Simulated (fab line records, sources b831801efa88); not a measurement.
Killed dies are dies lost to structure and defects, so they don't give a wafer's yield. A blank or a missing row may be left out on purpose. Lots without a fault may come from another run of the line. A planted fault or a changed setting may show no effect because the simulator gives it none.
Problem report in the 8D (eight disciplines) form, filled by code | flow sfq_line | the parts of the form that need people (team, actions taken, sign-off) are left out

1. THE PROBLEM
rf_fwd_power_W at SFQ_TRILAYER_I5_BARC_OPEN_VIA_ETCH_200 reads a mean of 575.9 W on 6 wafers of 2 lots; wafers without a fault read 495.3 W with a standard deviation of 2.5. That is +32 standard deviations from the usual mean.
The step: etches BARC in O2, target depth 125 nm, time 41.7 s.
First seen on wafer L677.2, day 66 23:34, on rie_diel-03. The record holds 42 wafers of 14 lots with a number at this step. Rule for "out", or "out of limits": more than 4 standard deviations from the usual mean. The other wafers with a number count as sound.

2. WHAT IT IS AND WHAT IT IS NOT
question                    | is                     | is not
which readings at this step | rf_fwd_power_W         | drypump_motor_current_A
which lots                  | L677, L679             | L666, L668, L669, L670, L671, L674, L681, L682, L683, L686, L687, L689
which wafers of those lots  | all that have a number | -
read on which tools         | rie_diel-03            | rie_diel-01, rie_diel-04
when                        | from day 66 23:34      | up to then (18 sound wafers); but 18 sound wafers of L681, L682, L683, L686, L687, L689 came after

3. SUSPECTS, AND WHAT RULES EACH OUT
Counting: a tool at a process step up to the reading stays a suspect if it ran every lot that is out and no sound lot after the first of them.
- rie_diel-03 at SFQ_TRILAYER_I5_BARC_OPEN_VIA_ETCH_200 (etches BARC in O2, target depth 125 nm, time 41.7 s): kept. It ran every lot that is out, first L677 (day 66 23:34), and no sound lot after that; its last sound lot up to then is L670 (day 59 03:08). Its own readings are out on those wafers: rf_fwd_power_W.
Left after counting: rie_diel-03 at SFQ_TRILAYER_I5_BARC_OPEN_VIA_ETCH_200.

4. THE CAUSE (what the simulator had put in)
Process parameter drift: rie_diel-03, from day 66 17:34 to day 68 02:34, at SFQ_TRILAYER_I5_BARC_OPEN_VIA_ETCH_200. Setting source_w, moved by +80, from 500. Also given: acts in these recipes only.
Counting left only this tool.

5. THE CHAIN OF EFFECTS, in route order
Each row: a reading whose mean over the struck wafers that have a number lies more than 3 standard deviations from the usual. Only readings for which the record gives a usual standard deviation are gone through. hours: the time from each lot's start at the first step in this table that gives one to its start at this step, as a median over the lots. sigmas: the change in usual standard deviations.
hours | step                                   | reading        | usual   | on struck wafers | change | sigmas
0     | SFQ_TRILAYER_I5_BARC_OPEN_VIA_ETCH_200 | rf_fwd_power_W | 495.3 W | 575.9            | +80.6  | +32
The process steps in it:
- SFQ_TRILAYER_I5_BARC_OPEN_VIA_ETCH_200: etches BARC in O2, target depth 125 nm, time 41.7 s.

6. WHAT WOULD HAVE CAUGHT IT SOONER
In this record the first reading out of limits was taken at day 66 23:34, 6 hours after the fault began at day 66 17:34.
